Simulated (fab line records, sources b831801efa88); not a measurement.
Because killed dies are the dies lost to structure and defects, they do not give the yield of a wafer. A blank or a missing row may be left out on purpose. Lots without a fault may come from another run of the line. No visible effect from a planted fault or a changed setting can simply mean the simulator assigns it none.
The tool behind it: which one? / flow sky130 / 42 wafers from 14 lots sampled at 2 of the route's 708 steps

== WHAT THE GAUGES READ, wafer by wafer ==
SKY_NWELL_RS_MEAS_31: uses a four-point probe to measure.
lot=L403; measured=day 5 12:13; on=film-metro-01; PWDE_RS (ohm/sq)=5249 5256 5272
lot=L404; measured=day 6 00:40; on=film-metro-03; PWDE_RS (ohm/sq)=5265 5245 5270
lot=L406; measured=day 6 08:43; on=film-metro-03; PWDE_RS (ohm/sq)=5272 5278 5273
lot=L407; measured=day 6 16:02; on=film-metro-03; PWDE_RS (ohm/sq)=5276 5254 5259
lot=L408; measured=day 6 19:53; on=film-metro-04; PWDE_RS (ohm/sq)=5273 5246 5246
lot=L415; measured=day 8 09:58; on=film-metro-01; PWDE_RS (ohm/sq)=5275 5292 5255
lot=L416; measured=day 8 13:11; on=film-metro-03; PWDE_RS (ohm/sq)=5308 5316 5319
lot=L418; measured=day 9 07:01; on=film-metro-04; PWDE_RS (ohm/sq)=5345 5351 5341
lot=L419; measured=day 9 08:47; on=film-metro-04; PWDE_RS (ohm/sq)=5250 5251 5239
lot=L420; measured=day 9 13:04; on=film-metro-03; PWDE_RS (ohm/sq)=5274 5261 5271
lot=L421; measured=day 9 20:16; on=film-metro-01; PWDE_RS (ohm/sq)=5281 5277 5295
lot=L422; measured=day 10 02:46; on=film-metro-03; PWDE_RS (ohm/sq)=5263 5290 5263
lot=L423; measured=day 10 11:58; on=film-metro-03; PWDE_RS (ohm/sq)=5278 5283 5253
lot=L426; measured=day 11 06:34; on=film-metro-03; PWDE_RS (ohm/sq)=5275 5277 5282

== WHICH TOOL RAN EACH LOT (tool, then ch and the chambers of the sampled wafers, then the start) ==
lot=L403; SKY_PWDE_IMPLANT_08=implanter-01 ch 0, day 3 23:05
lot=L404; SKY_PWDE_IMPLANT_08=implanter-02 ch 0, day 4 11:47
lot=L406; SKY_PWDE_IMPLANT_08=implanter-02 ch 0, day 4 19:14
lot=L407; SKY_PWDE_IMPLANT_08=implanter-04 ch 0, day 5 02:46
lot=L408; SKY_PWDE_IMPLANT_08=implanter-01 ch 0, day 5 05:04
lot=L415; SKY_PWDE_IMPLANT_08=implanter-02 ch 0, day 6 16:38
lot=L416; SKY_PWDE_IMPLANT_08=implanter-02 ch 0, day 6 22:11
lot=L418; SKY_PWDE_IMPLANT_08=implanter-02 ch 0, day 7 12:37
lot=L419; SKY_PWDE_IMPLANT_08=implanter-04 ch 0, day 7 13:50
lot=L420; SKY_PWDE_IMPLANT_08=implanter-04 ch 0, day 7 18:59
lot=L421; SKY_PWDE_IMPLANT_08=implanter-01 ch 0, day 8 00:32
lot=L422; SKY_PWDE_IMPLANT_08=implanter-01 ch 0, day 8 07:05
lot=L423; SKY_PWDE_IMPLANT_08=implanter-04 ch 0, day 8 15:59
lot=L426; SKY_PWDE_IMPLANT_08=implanter-01 ch 0, day 9 08:30
- SKY_PWDE_IMPLANT_08

== AS READ BY THE TOOLS THEMSELVES (means over the sampled wafers that have a number; for cases with no such wafer, the mark the record gives instead) ==
The record holds no such reading with a usual standard deviation.

== THE ANSWER, worked out from the rows above alone ==
Rule: the lots themselves supply what counts as usual. The widest of any qualifying gaps counts: lots, ordered by their means at a reading, are off when they make up no more than a third of the lots, leave a main group of 4 or more, and stand apart from it by 3 or more times the standard deviation of that group's means. A main group whose means are all the same, to the digits that the tables above print for the reading, isn't used. Also off: a lot with no number at a reading for which 4 or more lots have one. All remaining lots with rows at the step are treated as sound. Order of review: gauges by route order, followed by the tools' own readings, for which a lot's mean as printed above is used. The first step at which some lot is off is used, and at that step the reading that is off furthest; a lot without a number counts as furthest.
No lot is off at any reading shown: from this, nothing can be told.

== WHAT HAD BEEN PUT IN BY THE SIMULATOR ==
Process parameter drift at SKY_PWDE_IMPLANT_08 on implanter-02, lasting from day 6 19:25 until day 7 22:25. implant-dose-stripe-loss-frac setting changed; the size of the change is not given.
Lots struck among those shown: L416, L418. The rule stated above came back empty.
